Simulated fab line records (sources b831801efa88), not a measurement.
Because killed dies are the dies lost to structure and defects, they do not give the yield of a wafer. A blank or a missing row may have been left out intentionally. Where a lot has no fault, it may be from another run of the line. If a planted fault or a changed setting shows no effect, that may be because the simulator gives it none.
fab line records	flow gf180mcu
[record] lots = 12	wafers = 36	last_day = 34
route steps=602 shown V1@337 M2@362
lots that met no fault: from a run of the same line without faults
start_h: the number of hours between the record's first day and the start of the first shown wafer of the lot	wait_h: hours since the lot's step before	" as in the row above	L1.1+2: a single row standing in for several wafers	- value missing, or start not given	* or withheld: withheld	< > ~ a bound
route shown NAME@n: a module of which the file shows steps, and the number in the route of the first	usual: average and standard deviation across the fault-free wafers	same: alike in all rows	chamber/n: place in a boat	sites: per-site readings	_std_site: the standard deviation of these	_edge_site: inner sites' mean taken away from outer sites' mean	radius_mm: how far each site lies from the wafer's centre	mask NAME#n: copy n	behind: the tool/chamber that last shaped the wafer	hold: cause of the lot's hold/its duration in hours/its outcome	device: transistor that didn't switch, given as n, p or np	end of line: at the end of the route, the tests of the same wafers	a step given without rows: its recipe and nothing more	killed: dies lost to structure and defects at the first sort, not the wafer's yield	map: dies across one wafer; x = killed, . = not, _ = none there
set.NAME: setting as actually run; set.NAME@STEP: the setting as run at that earlier step	model.NAME: the simulator's own value behind a step, which no gauge read
one table for each step of the route and one row for each wafer, over a sample of lots
services: when a tool's chamber went out of use (start_h, in hours from the record's first day, below 0 if earlier), for how many hours, and the reason
[[steps]]
[step GF_V1_CVD_02]
[recipe] material = SiO2	target_thk_nm = 850	precursor = TEOS	temp_c = 400	time_s = 94.851	rf_w = 600
[usual] heater_power_w = 675/94
lot.wafer	tool	chamber	start_h	wait_h	heater_power_w
L711.2	pecvd-04	1	383.62	0.0	613
L711.4	"	1	"	"	679
L711.5	"	2	"	"	825
L713.3	pecvd-02	2	403.79	0.0	779
L713.4	"	0	"	"	525
L713.5	"	2	"	"	818
L714.3	pecvd-04	0	414.28	0.0	601
L714.4	"	1	"	"	552
L714.6	"	2	"	"	772
L715.2	pecvd-03	0	418.51	0.0	667
L715.3	"	1	"	"	686
L715.6	"	1	"	"	721
L717.1	pecvd-03	2	443.12	0.1	611
L717.2	"	0	"	"	689
L717.3	"	0	"	"	731
L719.1	pecvd-04	0	464.03	0.1	597
L719.2	"	1	"	"	678
L719.6	"	0	"	"	658
L724.1	pecvd-04	0	504.14	0.1	682
L724.3	"	2	"	"	825
L724.6	"	0	"	"	737
L729.1	pecvd-04	2	548.82	0.1	759
L729.4	"	1	"	"	693
L729.5	"	0	"	"	562
L730.1	pecvd-03	1	554.32	0.1	749
L730.2	"	2	"	"	577
L730.3	"	0	"	"	739
L732.1	pecvd-04	2	572.16	0.1	733
L732.2	"	1	"	"	594
L732.5	"	2	"	"	768
L733.2	pecvd-03	2	576.75	0.0	609
L733.4	"	2	"	"	478
L733.5	"	0	"	"	731
L734.4	pecvd-02	2	579.25	0.1	763
L734.5	"	1	"	"	809
L734.6	"	0	"	"	632
[step GF_V1_CMP_04]
[recipe] material = SiO2	down_force_psi = 4	platen_rpm = 60	pad_velocity_m_s = 0.94248
[usual] motor_current_A = 12.0/1	time_to_endpoint_s = 77/5.2
lot.wafer	tool	chamber	start_h	wait_h	motor_current_A	time_to_endpoint_s
L711.2	cmp-02	1	383.80	0.1	12.1	75
L711.4	"	2	"	"	13.8	79
L711.5	"	0	"	"	12.5	78
L713.4	cmp-01	3	403.97	0.1	10.7	92
L713.3	"	1	"	"	12.0	76
L713.5	"	0	"	"	10.5	81
L714.4	cmp-01	0	414.41	0.0	10.6	67
L714.3	"	1	"	"	12.0	71
L714.6	"	1	"	"	11.2	78
L715.3	cmp-02	0	418.74	0.1	12.0	73
L715.2	"	1	"	"	11.8	67
L715.6	"	2	"	"	14.4	78
L717.3	cmp-01	1	443.29	0.0	12.3	75
L717.1	"	3	"	"	10.8	76
L717.2	"	0	"	"	11.0	68
L719.2	cmp-01	1	464.26	0.1	11.6	93
L719.1	"	2	"	"	12.5	68
L719.6	"	3	"	"	11.1	76
L724.1	cmp-02	0	504.27	0.1	12.0	77
L724.3	"	3	"	"	10.8	75
L724.6	"	1	"	"	12.0	85
L729.1	cmp-02	1	549.00	0.1	12.4	74
L729.4	"	2	"	"	13.6	79
L729.5	"	1	"	"	12.3	76
L730.3	cmp-01	2	554.45	0.0	12.7	78
L730.2	"	0	"	"	10.6	73
L730.1	"	1	"	"	11.5	74
L732.1	cmp-01	0	572.55	0.3	10.8	69
L732.2	"	2	"	"	11.5	73
L732.5	"	1	"	"	11.8	73
L733.4	cmp-01	2	576.88	0.0	12.7	78
L733.2	"	0	"	"	10.8	75
L733.5	"	2	"	"	12.6	76
L734.4	cmp-01	0	579.35	0.0	11.0	79
L734.5	"	0	"	"	10.8	78
L734.6	"	1	"	"	12.1	79
[step GF_V1_ETCH_17]
[recipe] chemistry = C4F8/O2/Ar	mask_material = KrF	target = SiO2	stop_on = TiN	source_w = 1500	bias_w = 1200	pressure_mtorr = 40	c4f8_flow_sccm = withheld	O2_flow_sccm = 6	Ar_flow_sccm = 300	time_s = withheld	target_depth_a = 6300
[usual] bias_w = 1200/3.6	oes_product_au = 0.855/0.0044
lot.wafer	tool	chamber	start_h	wait_h	bias_w	oes_product_au
L711.2	rie_diel-02	2	-	-	1201	0.853
L711.4	"	3	"	"	1201	0.854
L711.5	"	0	"	"	1198	0.850
L713.3	rie_diel-04	3	-	-	1204	0.856
L713.4	"	0	"	"	1200	0.844
L713.5	"	0	"	"	1196	0.850
L714.3	rie_diel-02	3	-	-	1205	0.863
L714.4	"	1	"	"	1205	0.854
L714.6	"	2	"	"	1204	0.858
L715.2	rie_diel-02	2	-	-	1207	0.852
L715.3	"	3	"	"	1204	0.853
L715.6	"	2	"	"	1206	0.855
L717.1	rie_diel-04	1	-	-	1196	0.862
L717.2	"	3	"	"	1199	0.853
L717.3	"	0	"	"	1202	0.857
L719.1	rie_diel-04	3	-	-	1208	0.857
L719.2	"	0	"	"	1204	0.811
L719.6	"	0	"	"	1201	0.855
L724.1	rie_diel-03	1	-	-	1198	0.859
L724.3	"	0	"	"	1209	0.857
L724.6	"	0	"	"	1199	0.856
L729.1	rie_diel-04	3	-	-	1196	0.857
L729.4	"	0	"	"	1195	0.862
L729.5	"	1	"	"	1199	0.856
L730.1	rie_diel-04	1	-	-	1203	0.857
L730.2	"	0	"	"	1207	0.861
L730.3	"	3	"	"	1201	0.859
L732.1	rie_diel-04	0	-	-	1198	0.858
L732.2	"	1	"	"	1204	0.852
L732.5	"	2	"	"	1203	0.858
L733.2	rie_diel-02	0	-	-	1198	0.848
L733.4	"	2	"	"	1207	0.854
L733.5	"	2	"	"	1198	0.855
L734.4	rie_diel-03	1	-	-	1205	0.854
L734.5	"	0	"	"	1197	0.853
L734.6	"	3	"	"	1196	0.855
[step GF_M2_SPUTTER_00]
[recipe] material = Ti	target_thk_nm = 37.5	arriving_ion_energy_ev = 80	substrate_temp_c = 200	chamber_pressure_pa = 2	power_w = 4000	time_s = 150
[usual] throttle_valve_pct = 29.5/1.1
lot.wafer	tool	chamber	start_h	wait_h	throttle_valve_pct
L711.2	pvd_sputter-02	-	409.48	0.1	30.5
L711.4	"	-	"	"	28.1
L711.5	"	-	"	"	30.4
L713.3	pvd_sputter-04	-	429.65	0.1	29.2
L713.4	"	-	"	"	29.1
L713.5	"	-	"	"	29.8
L714.3	pvd_sputter-02	-	440.14	0.1	28.9
L714.4	"	-	"	"	30.5
L714.6	"	-	"	"	28.2
L715.2	pvd_sputter-02	-	444.26	0.2	28.3
L715.3	"	-	"	"	30.4
L715.6	"	-	"	"	29.1
L717.1	pvd_sputter-01	-	469.33	0.2	27.8
L717.2	"	-	"	"	29.2
L717.3	"	-	"	"	31.3
L719.1	pvd_sputter-01	-	489.57	0.1	28.2
L719.2	"	-	"	"	31.1
L719.6	"	-	"	"	28.3
L724.1	pvd_sputter-01	-	529.69	0.1	28.0
L724.3	"	-	"	"	30.9
L724.6	"	-	"	"	28.2
L729.1	pvd_sputter-01	-	572.55	0.1	31.0
L729.4	"	-	"	"	28.0
L729.5	"	-	"	"	29.3
L730.1	pvd_sputter-02	-	578.24	0.2	28.8
L730.2	"	-	"	"	30.8
L730.3	"	-	"	"	28.1
L732.1	pvd_sputter-01	-	595.91	0.1	29.2
L732.2	"	-	"	"	28.2
L732.5	"	-	"	"	28.1
L733.2	pvd_sputter-04	-	599.55	0.1	28.9
L733.4	"	-	"	"	29.1
L733.5	"	-	"	"	31.2
L734.4	pvd_sputter-02	-	602.01	0.2	29.1
L734.5	"	-	"	"	27.9
L734.6	"	-	"	"	29.0
[step GF_M2_SPUTTER_03]
[recipe] material = Ti	target_thk_nm = 10	substrate_temp_c = 300	chamber_pressure_pa = 0.3	power_w = 3000	time_s = 6.7
[usual] throttle_valve_pct = 29.5/1.1
lot.wafer	tool	chamber	start_h	wait_h	throttle_valve_pct
L711.2	pvd_sputter-02	-	409.64	0.0	30.5
L711.4	"	-	"	"	28.5
L711.5	"	-	"	"	30.4
L713.3	pvd_sputter-04	-	429.81	0.0	29.0
L713.4	"	-	"	"	29.1
L713.5	"	-	"	"	29.8
L714.3	pvd_sputter-02	-	440.30	0.0	29.1
L714.4	"	-	"	"	30.5
L714.6	"	-	"	"	28.0
L715.2	pvd_sputter-02	-	444.42	0.0	28.2
L715.3	"	-	"	"	30.1
L715.6	"	-	"	"	28.9
L717.1	pvd_sputter-01	-	469.49	0.0	28.2
L717.2	"	-	"	"	29.1
L717.3	"	-	"	"	31.1
L719.1	pvd_sputter-01	-	489.73	0.0	28.1
L719.2	"	-	"	"	31.0
L719.6	"	-	"	"	28.3
L724.1	pvd_sputter-01	-	529.85	0.0	28.1
L724.3	"	-	"	"	31.1
L724.6	"	-	"	"	28.2
L729.1	pvd_sputter-01	-	572.71	0.0	31.0
L729.4	"	-	"	"	28.2
L729.5	"	-	"	"	29.4
L730.1	pvd_sputter-02	-	578.40	0.0	29.1
L730.2	"	-	"	"	30.4
L730.3	"	-	"	"	28.4
L732.1	pvd_sputter-01	-	596.07	0.0	29.4
L732.2	"	-	"	"	28.0
L732.5	"	-	"	"	28.2
L733.2	pvd_sputter-04	-	599.71	0.0	29.0
L733.4	"	-	"	"	28.9
L733.5	"	-	"	"	31.1
L734.4	pvd_sputter-02	-	602.17	0.0	28.7
L734.5	"	-	"	"	28.1
L734.6	"	-	"	"	29.0
[[services]]
tool	chamber	start_h	hours	kind
cmp-01	-	361.85	0.5	repair
pvd_sputter-01	-	370.15	1.7	repair
cmp-01	-	404.27	4.0	pm
cmp-01	-	415.89	0.4	repair
rie_diel-04	0	420.03	2.9	repair
cmp-01	-	422.46	5.7	repair
pecvd-03	0	422.61	5.5	repair
cmp-01	-	437.57	3.2	repair
pecvd-03	1	442.61	5.9	repair
cmp-02	-	445.51	0.3	repair
rie_diel-04	2	452.03	3.8	repair
rie_diel-02	-	454.68	2.8	pm
cmp-02	-	460.01	1.3	repair
pecvd-04	0	488.93	7.1	repair
rie_diel-04	-	495.00	2.8	pm
pvd_sputter-02	-	504.67	0.6	repair
pecvd-03	1	505.21	6.4	repair
rie_diel-02	3	507.52	5.3	repair
pvd_sputter-02	-	530.60	9.0	repair
pvd_sputter-01	-	538.07	8.1	repair
cmp-01	-	546.27	0.3	repair
cmp-01	-	550.51	2.6	repair
rie_diel-04	1	560.82	6.3	repair
rie_diel-04	-	572.95	0.4	repair
[[key]]
[first_sign] step = GF_V1_CMP_04	reading = time_to_endpoint_s	direction = up	sigmas = 3.1	usual = *	struck = *
[effect] step = GF_V1_ETCH_17	reading = oes_product_au	direction = down	sigmas = 10	usual = 0.855	struck = 0.811
met_at GF_V1_CMP_04
struck_lots L719
struck_wafers L719.2
not_acting_at GF_V1_CVD_02,GF_M2_SPUTTER_00,GF_M2_SPUTTER_03
onset_between 443.29 464.26
[fault] kind = process_parameter_drift	tool = cmp-01	chamber = 1	onset_h = 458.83	steps = GF_V1_CMP_04	channel = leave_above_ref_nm	offset = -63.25	shape = step	end_h = 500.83	acts_in = these_recipes_only	stated = 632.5
